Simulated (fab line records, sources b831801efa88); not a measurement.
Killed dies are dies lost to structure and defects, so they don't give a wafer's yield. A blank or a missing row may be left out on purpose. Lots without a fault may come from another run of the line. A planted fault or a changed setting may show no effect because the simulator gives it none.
Which tool did it? | flow sky130 | 12 lots, 36 wafers sampled, at 5 steps of a route of 708

WHAT THE GAUGES READ, wafer by wafer
SKY_FIELD_ISO_THK_MEAS_25.
lot  | measured    | on            | FIELD_ISO_CVD_24_THK (nm)
L151 | day 2 18:52 | film_metro-02 | 592 590 589
L152 | day 2 22:52 | film_metro-02 | 596 589 594
L153 | day 3 05:49 | film_metro-03 | 588 595 587
L154 | day 3 12:31 | film_metro-01 | 595 595 595
L156 | day 3 20:43 | film_metro-01 | 601 604 599
L157 | day 4 04:34 | film_metro-01 | 592 592 592
L158 | day 4 05:46 | film_metro-03 | 591 598 590
L159 | day 4 10:13 | film_metro-02 | 598 601 592
L160 | day 4 18:15 | film_metro-02 | 603 599 598
L161 | day 4 22:28 | film_metro-01 | 595 602 599
L162 | day 5 02:31 | film_metro-03 | 596 588 592
L169 | day 6 14:15 | film_metro-01 | 593 604 599

SKY_PWDE_TW_MEAS_10.
lot  | measured    | on            | PWDE_TW
L151 | day 4 11:08 | film_metro-04 | 375.9 376.0 375.2
L152 | day 4 15:13 | film_metro-03 | 371.1 372.6 371.9
L153 | day 4 19:22 | film_metro-01 | 371.7 371.0 369.6
L154 | day 5 02:12 | film_metro-03 | 372.4 374.0 373.8
L156 | day 5 12:47 | film_metro-04 | 376.7 378.0 377.9
L157 | day 5 20:53 | film_metro-01 | 370.4 369.9 370.3
L158 | day 5 23:13 | film_metro-03 | 373.8 376.2 375.4
L159 | day 6 01:11 | film_metro-03 | 372.0 375.1 373.2
L160 | day 6 11:05 | film_metro-03 | 371.8 373.8 374.0
L161 | day 6 15:01 | film_metro-03 | 373.3 374.8 374.6
L162 | day 6 19:53 | film_metro-03 | 373.7 374.3 374.6
L169 | day 8 12:46 | film_metro-03 | 375.1 377.2 375.9

SKY_LDD_P_OVL_MEAS_08.
lot  | measured     | on         | LDD_P_OVL (nm)
L151 | day 19 22:31 | overlay-02 | 1.7 1.7 1.4
L152 | day 20 00:07 | overlay-02 | 0.2 -0.9 0.3
L153 | day 20 05:12 | overlay-02 | -0.3 -0.2 0.4
L154 | day 20 22:44 | overlay-02 | -0.3 0.1 -1.5
L156 | day 21 16:45 | overlay-01 | -2.7 -0.8 -1.7
L157 | day 22 04:54 | overlay-02 | -0.6 0.1 -0.1
L158 | day 22 07:44 | overlay-01 | -0.5 0.2 -0.3
L159 | day 22 10:53 | overlay-02 | -0.3 -1.1 -1.4
L160 | day 22 20:51 | overlay-02 | 111.7 110.5 110.9 112.5 110.9 111.3
L161 | day 23 03:19 | overlay-01 | 114.1 113.1 114.1 114.5 113.2 115.0
L162 | day 23 18:01 | overlay-02 | 113.9 114.5 114.7 114.4 115.2 115.5
L169 | day 26 03:06 | overlay-02 | 0.1 0.1 1.2

WHICH TOOL RAN EACH LOT (tool, then ch and the chambers of the sampled wafers, then the start)
lot  | SKY_SONOS_ONO_STRIP_17               | SKY_LDD_P_EXPOSE_04
L151 | plasma_asher-04 ch 0,1, day 13 12:14 | iline_stepper-01 ch 0, day 19 07:41
L152 | plasma_asher-04 ch 0,1, day 13 16:50 | iline_stepper-02 ch 0, day 19 09:19
L153 | plasma_asher-04 ch 0,1, day 13 20:04 | iline_stepper-01 ch 0, day 19 14:16
L154 | plasma_asher-01 ch 0, day 14 06:23   | iline_stepper-01 ch 0, day 20 05:17
L156 | plasma_asher-04 ch 0,1, day 14 22:43 | iline_stepper-02 ch 0, day 21 01:22
L157 | plasma_asher-04 ch 1, day 15 10:32   | iline_stepper-01 ch 0, day 21 13:13
L158 | plasma_asher-04 ch 0,1, day 15 15:29 | iline_stepper-02 ch 0, day 21 16:54
L159 | plasma_asher-03 ch 1, day 15 15:34   | iline_stepper-02 ch 0, day 21 20:02
L160 | plasma_asher-01 ch 0,1, day 16 04:34 | iline_stepper-02 ch 0, day 22 05:49
L161 | plasma_asher-01 ch 0,1, day 16 09:16 | iline_stepper-02 ch 0, day 22 11:49
L162 | plasma_asher-01 ch 0,1, day 16 22:58 | iline_stepper-02 ch 0, day 23 03:46
L169 | plasma_asher-03 ch 0,1, day 19 10:04 | iline_stepper-01 ch 0, day 25 12:50
- SKY_SONOS_ONO_STRIP_17: strips in O2/N2.
- SKY_LDD_P_EXPOSE_04: exposes mask PSDM, target cd 380 nm.

WHAT THE TOOLS THEMSELVES READ (means of the sampled wafers that have a number; where no wafer has one, the mark that the record gives instead)
SKY_SONOS_ONO_STRIP_17.
lot  | tool            | chamber_pressure_mTorr (mTorr) | drypump_motor_current_A (A) | oes_product_au (a.u.) | strip_time_to_endpoint_s (s)
L151 | plasma_asher-04 | 1499.7                         | 5.8                         | 0.711                 | 14.15
L152 | plasma_asher-04 | 1499.0                         | 5.5                         | 0.712                 | 14.11
L153 | plasma_asher-04 | 1499.8                         | 5.5                         | 0.709                 | 14.09
L154 | plasma_asher-01 | 1500.6                         | 5.5                         | 0.711                 | 14.11
L156 | plasma_asher-04 | 1500.3                         | 5.5                         | 0.709                 | 14.04
L157 | plasma_asher-04 | 1499.8                         | 5.1                         | 0.711                 | 14.08
L158 | plasma_asher-04 | 1500.9                         | 5.8                         | 0.710                 | 14.10
L159 | plasma_asher-03 | 1499.3                         | 6.5                         | 0.711                 | 14.05
L160 | plasma_asher-01 | 1500.3                         | 5.8                         | 0.708                 | 14.08
L161 | plasma_asher-01 | 1499.7                         | 6.1                         | 0.713                 | 14.07
L162 | plasma_asher-01 | 1500.0                         | 5.8                         | 0.711                 | 14.10
L169 | plasma_asher-03 | 1500.1                         | 6.2                         | 0.709                 | 14.06

SKY_LDD_P_EXPOSE_04.
lot  | tool             | exposure_dose_mJ_cm2
L151 | iline_stepper-01 | 137.88
L152 | iline_stepper-02 | 138.06
L153 | iline_stepper-01 | 137.66
L154 | iline_stepper-01 | 137.90
L156 | iline_stepper-02 | 138.03
L157 | iline_stepper-01 | 137.88
L158 | iline_stepper-02 | 138.06
L159 | iline_stepper-02 | 137.73
L160 | iline_stepper-02 | 138.18
L161 | iline_stepper-02 | 137.87
L162 | iline_stepper-02 | 137.84
L169 | iline_stepper-01 | 137.84

THE ANSWER, worked out from the rows above alone
Rule: what is usual is taken from the lots themselves. Put in order of their means at a reading, lots are off if they are a third of the lots or fewer, leave a main group of 4 or more, and stand apart from it by a gap of 3 or more times the standard deviation of the main group's means; of several such gaps the widest counts. A main group whose means are all the same, to the digits that the tables above print for the reading, isn't used. A lot without any number at a reading at which 4 lots or more have one is off too. The other lots that the step has rows for count as sound. The gauges are gone through in route order, then the tools' own readings, and for those a lot's mean is taken as printed above. The first step at which some lot is off is used, and at that step the reading that is off furthest; a lot without a number counts as furthest.
Off: L160, L161, L162, at SKY_LDD_P_OVL_MEAS_08 (LDD_P_OVL). The main group: mean -0.2 nm, standard deviation 0.87.
A tool fits if, at a process step before that reading, it ran every lot that is off, and no sound lot after the first of them. The gauges at SKY_LDD_P_OVL_MEAS_08 are tried like those tools. Can't be told from this: 2 tools fit, plasma_asher-01 at SKY_SONOS_ONO_STRIP_17, iline_stepper-02 at SKY_LDD_P_EXPOSE_04.

WHAT THE SIMULATOR HAD PUT IN
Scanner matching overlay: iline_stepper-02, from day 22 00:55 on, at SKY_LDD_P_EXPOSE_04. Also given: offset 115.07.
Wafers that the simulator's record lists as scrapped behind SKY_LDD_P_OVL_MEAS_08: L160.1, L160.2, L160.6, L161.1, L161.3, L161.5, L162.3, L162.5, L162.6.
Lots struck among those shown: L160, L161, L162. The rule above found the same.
